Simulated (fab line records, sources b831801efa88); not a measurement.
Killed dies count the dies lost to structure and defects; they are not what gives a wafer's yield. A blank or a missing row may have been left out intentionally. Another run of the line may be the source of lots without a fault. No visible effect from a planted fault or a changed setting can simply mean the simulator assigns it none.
What tool caused it? + flow sky130 + Sampling: 13 lots, 39 wafers, 5 of 708 route steps

## WHAT EACH GAUGE READ, for each wafer
The record lacks any reading of a measuring or inspecting step that a usual standard deviation could be used to judge.

## WHAT TOOL EACH LOT RAN ON (gives the tool, then ch and the chambers of the sampled wafers, and finally the start)
| lot  | SKY_PWDE_STRIP_09                   | SKY_NWELL_STRIP_14                   | SKY_METAL3_SPUTTER_01        | SKY_CAPM_METAL_ETCH_13            | SKY_VIA3_STRIP_16                    |
|------|-------------------------------------|--------------------------------------|------------------------------|-----------------------------------|--------------------------------------|
| L617 | plasma-asher-04 ch 0,1, day 3 22:05 | plasma-asher-02 ch 0,1, day 4 15:08  | pvd-sputter-01, day 36 09:32 | rie-metal-04 ch 0, day 37 11:41   | plasma-asher-03 ch 0,1, day 39 16:50 |
| L618 | plasma-asher-02 ch 0,1, day 4 02:28 | plasma-asher-01 ch 0,1, day 4 19:28  | pvd-sputter-03, day 36 11:53 | rie-metal-02 ch 0,1, day 37 14:04 | plasma-asher-02 ch 0,1, day 39 18:08 |
| L619 | plasma-asher-02 ch 0,1, day 4 09:34 | plasma-asher-01 ch 0,1, day 5 03:22  | pvd-sputter-03, day 37 03:02 | rie-metal-02 ch 0,1, day 38 05:18 | plasma-asher-03 ch 0,1, day 40 11:28 |
| L620 | plasma-asher-02 ch 0,1, day 4 13:41 | plasma-asher-01 ch 0,1, day 5 07:31  | pvd-sputter-01, day 37 07:43 | rie-metal-02 ch 0,1, day 38 09:17 | plasma-asher-03 ch 0,1, day 40 13:46 |
| L621 | plasma-asher-01 ch 0,1, day 4 20:08 | plasma-asher-03 ch 1, day 5 14:25    | pvd-sputter-04, day 37 17:17 | rie-metal-04 ch 1, day 38 19:09   | plasma-asher-03 ch 0,1, day 40 22:17 |
| L630 | plasma-asher-04 ch 0,1, day 7 01:17 | plasma-asher-03 ch 0,1, day 7 21:40  | pvd-sputter-04, day 40 19:10 | rie-metal-04 ch 0,1, day 41 18:50 | plasma-asher-01 ch 0,1, day 43 20:08 |
| L631 | plasma-asher-04 ch 0,1, day 7 06:11 | plasma-asher-01 ch 0,1, day 8 02:29  | pvd-sputter-03, day 41 01:31 | rie-metal-02 ch 0,1, day 42 01:07 | plasma-asher-03 ch 0,1, day 44 02:34 |
| L633 | plasma-asher-02 ch 0,1, day 7 14:44 | plasma-asher-02 ch 0,1, day 8 10:41  | pvd-sputter-04, day 41 06:46 | rie-metal-04 ch 0,1, day 42 05:41 | plasma-asher-03 ch 0,1, day 44 05:56 |
| L634 | plasma-asher-01 ch 0,1, day 7 20:17 | plasma-asher-02 ch 0,1, day 8 17:11  | pvd-sputter-04, day 41 15:44 | rie-metal-04 ch 0,1, day 42 15:35 | plasma-asher-03 ch 0,1, day 44 16:31 |
| L635 | plasma-asher-02 ch 0, day 8 04:34   | plasma-asher-02 ch 0,1, day 9 02:22  | pvd-sputter-03, day 42 01:35 | rie-metal-02 ch 1, day 43 01:04   | plasma-asher-02 ch 0,1, day 45 01:02 |
| L638 | plasma-asher-02 ch 0,1, day 8 23:17 | plasma-asher-01 ch 0,1, day 9 21:45  | pvd-sputter-01, day 42 18:59 | rie-metal-02 ch 0,1, day 43 18:04 | plasma-asher-03 ch 0,1, day 45 16:39 |
| L639 | plasma-asher-02 ch 0,1, day 9 04:37 | plasma-asher-01 ch 0,1, day 10 02:55 | pvd-sputter-03, day 43 01:45 | rie-metal-02 ch 0, day 44 00:49   | plasma-asher-01 ch 0,1, day 45 23:08 |
| L640 | plasma-asher-04 ch 0,1, day 9 13:04 | plasma-asher-01 ch 0,1, day 10 11:56 | pvd-sputter-01, day 43 10:56 | rie-metal-04 ch 0,1, day 44 10:02 | plasma-asher-02 ch 0,1, day 46 07:08 |
- SKY_PWDE_STRIP_09: strips in O2/N2.
- SKY_NWELL_STRIP_14: strips in O2/N2.
- SKY_METAL3_SPUTTER_01: material TiN, target thk 20 nm, time 16.7 s.
- SKY_CAPM_METAL_ETCH_13: etches TiN in Cl2/BCl3, stops on SiO2, target depth 220 nm, time 62.9 s.
- SKY_VIA3_STRIP_16: strips in O2/N2.

## AS READ BY THE TOOLS THEMSELVES (means over the sampled wafers that have a number; for cases with no such wafer, the mark the record gives instead)
SKY_PWDE_STRIP_09. Usual: drypump-motor-current-A 5.5 A, standard deviation 0.37; oes-product-au 0.723 a.u., standard deviation 0.0042; strip-time-to-endpoint-s 37.01 s, standard deviation 0.095.
| lot  | tool            | drypump-motor-current-A (A) | oes-product-au (a.u.) | strip-time-to-endpoint-s (s) | flag |
|------|-----------------|-----------------------------|-----------------------|------------------------------|------|
| L617 | plasma-asher-04 | 5.2                         | 0.722                 | 36.99                        |      |
| L618 | plasma-asher-02 | 6.0                         | 0.720                 | 37.07                        |      |
| L619 | plasma-asher-02 | 6.0                         | 0.723                 | 37.07                        |      |
| L620 | plasma-asher-02 | 6.0                         | 0.964                 | -                            | OFF  |
| L621 | plasma-asher-01 | 5.3                         | 0.726                 | 37.08                        |      |
| L630 | plasma-asher-04 | 5.2                         | 0.722                 | 37.12                        |      |
| L631 | plasma-asher-04 | 5.2                         | 0.723                 | 36.99                        |      |
| L633 | plasma-asher-02 | 6.0                         | 0.720                 | 36.98                        |      |
| L634 | plasma-asher-01 | 5.3                         | 0.727                 | 36.94                        |      |
| L635 | plasma-asher-02 | 6.0                         | 0.723                 | 36.91                        |      |
| L638 | plasma-asher-02 | 6.0                         | 0.718                 | 37.18                        |      |
| L639 | plasma-asher-02 | 6.0                         | 0.722                 | 36.97                        |      |
| L640 | plasma-asher-04 | 5.1                         | 0.725                 | 36.86                        |      |

SKY_NWELL_STRIP_14. Usual: drypump-motor-current-A 5.7 A, standard deviation 0.44; oes-product-au 0.722 a.u., standard deviation 0.0043; strip-time-to-endpoint-s 37.02 s, standard deviation 0.11.
| lot  | tool            | drypump-motor-current-A (A) | oes-product-au (a.u.) | strip-time-to-endpoint-s (s) | flag |
|------|-----------------|-----------------------------|-----------------------|------------------------------|------|
| L617 | plasma-asher-02 | 6.0                         | 0.718                 | 36.94                        |      |
| L618 | plasma-asher-01 | 5.3                         | 0.721                 | 37.13                        |      |
| L619 | plasma-asher-01 | 5.3                         | 0.722                 | 37.03                        |      |
| L620 | plasma-asher-01 | 5.3                         | 0.720                 | 41.30                        | OFF  |
| L621 | plasma-asher-03 | 5.9                         | 0.725                 | 37.04                        |      |
| L630 | plasma-asher-03 | 6.3                         | 0.724                 | 36.98                        |      |
| L631 | plasma-asher-01 | 5.3                         | 0.720                 | 37.00                        |      |
| L633 | plasma-asher-02 | 5.9                         | 0.719                 | 37.10                        |      |
| L634 | plasma-asher-02 | 6.0                         | 0.721                 | 36.93                        |      |
| L635 | plasma-asher-02 | 6.0                         | 0.725                 | 36.93                        |      |
| L638 | plasma-asher-01 | 5.2                         | 0.722                 | 37.03                        |      |
| L639 | plasma-asher-01 | 5.3                         | 0.720                 | 37.04                        |      |
| L640 | plasma-asher-01 | 5.2                         | 0.720                 | 36.86                        |      |

SKY_METAL3_SPUTTER_01. Usual: throttle-valve-pct 29.9 %, standard deviation 1.1.
| lot  | tool           | throttle-valve-pct (%) | flag |
|------|----------------|------------------------|------|
| L617 | pvd-sputter-01 | 29.0                   |      |
| L618 | pvd-sputter-03 | 29.6                   |      |
| L619 | pvd-sputter-03 | 29.4                   |      |
| L620 | pvd-sputter-01 | 29.9                   |      |
| L621 | pvd-sputter-04 | 30.1                   |      |
| L630 | pvd-sputter-04 | 30.2                   |      |
| L631 | pvd-sputter-03 | 29.6                   |      |
| L633 | pvd-sputter-04 | 30.0                   |      |
| L634 | pvd-sputter-04 | 30.7                   |      |
| L635 | pvd-sputter-03 | 29.8                   |      |
| L638 | pvd-sputter-01 | 30.9                   |      |
| L639 | pvd-sputter-03 | 29.6                   |      |
| L640 | pvd-sputter-01 | 29.9                   |      |

SKY_CAPM_METAL_ETCH_13. Usual: drypump-motor-current-A 5.5 A, standard deviation 0.35; oes-product-au 0.941 a.u., standard deviation 0.0069; throttle-valve-pct 21.900 %, standard deviation 0.0091.
| lot  | tool         | drypump-motor-current-A (A) | oes-product-au (a.u.) | throttle-valve-pct (%) | flag |
|------|--------------|-----------------------------|-----------------------|------------------------|------|
| L617 | rie-metal-04 | 6.0                         | 0.943                 | 21.905                 |      |
| L618 | rie-metal-02 | 5.6                         | 0.941                 | 21.893                 |      |
| L619 | rie-metal-02 | 5.4                         | 0.938                 | 21.914                 |      |
| L620 | rie-metal-02 | 5.4                         | 0.941                 | 21.900                 |      |
| L621 | rie-metal-04 | 5.2                         | 0.938                 | 21.904                 |      |
| L630 | rie-metal-04 | 5.4                         | 0.942                 | 21.902                 |      |
| L631 | rie-metal-02 | 5.6                         | 0.942                 | 21.900                 |      |
| L633 | rie-metal-04 | 5.7                         | 0.936                 | 21.899                 |      |
| L634 | rie-metal-04 | 5.4                         | 0.944                 | 21.897                 |      |
| L635 | rie-metal-02 | 5.8                         | 0.941                 | 21.906                 |      |
| L638 | rie-metal-02 | 5.4                         | 0.934                 | 21.903                 |      |
| L639 | rie-metal-02 | 5.2                         | 0.936                 | 21.911                 |      |
| L640 | rie-metal-04 | 5.7                         | 0.939                 | 21.898                 |      |

SKY_VIA3_STRIP_16. Usual: drypump-motor-current-A 5.9 A, standard deviation 0.43; oes-product-au 0.402 a.u., standard deviation 0.005; strip-time-to-endpoint-s 4.130 s, standard deviation 0.026.
| lot  | tool            | drypump-motor-current-A (A) | oes-product-au (a.u.) | strip-time-to-endpoint-s (s) | flag |
|------|-----------------|-----------------------------|-----------------------|------------------------------|------|
| L617 | plasma-asher-03 | 6.3                         | 0.405                 | 4.123                        |      |
| L618 | plasma-asher-02 | 5.9                         | 0.398                 | 4.102                        |      |
| L619 | plasma-asher-03 | 6.3                         | 0.401                 | 4.121                        |      |
| L620 | plasma-asher-03 | 6.4                         | 0.406                 | 4.101                        |      |
| L621 | plasma-asher-03 | 6.3                         | 0.401                 | 4.144                        |      |
| L630 | plasma-asher-01 | 5.3                         | 0.403                 | 4.163                        |      |
| L631 | plasma-asher-03 | 6.3                         | 0.402                 | 4.140                        |      |
| L633 | plasma-asher-03 | 6.1                         | 0.401                 | 4.174                        |      |
| L634 | plasma-asher-03 | 6.1                         | 0.402                 | 4.143                        |      |
| L635 | plasma-asher-02 | 6.0                         | 0.413                 | 4.172                        |      |
| L638 | plasma-asher-03 | 6.1                         | 0.403                 | 4.115                        |      |
| L639 | plasma-asher-01 | 5.3                         | 0.400                 | 4.144                        |      |
| L640 | plasma-asher-02 | 6.0                         | 0.396                 | 4.123                        |      |

## THE ANSWER, worked out from the rows above alone
Rule: take the mean of a lot's wafers that have a number; if it is more than 3 standard deviations from the usual mean, the lot is off. A lot without any number at a reading at which 4 lots or more have one is off too. The other lots that the step has rows for count as sound. First the gauges in route order, then the tools' own readings, where a lot's mean is used as printed above. The first step at which some lot is off is used, and at that step the reading that is off furthest; a lot without a number counts as furthest.
Off: L620, at SKY_PWDE_STRIP_09 (strip-time-to-endpoint-s). Without a number there: L620.
A tool fits if, at that step or a process step before it, it ran every lot that is off, and no sound lot after the first of them. Not one of the candidates tried fits.

## WHAT THE SIMULATOR PUT IN
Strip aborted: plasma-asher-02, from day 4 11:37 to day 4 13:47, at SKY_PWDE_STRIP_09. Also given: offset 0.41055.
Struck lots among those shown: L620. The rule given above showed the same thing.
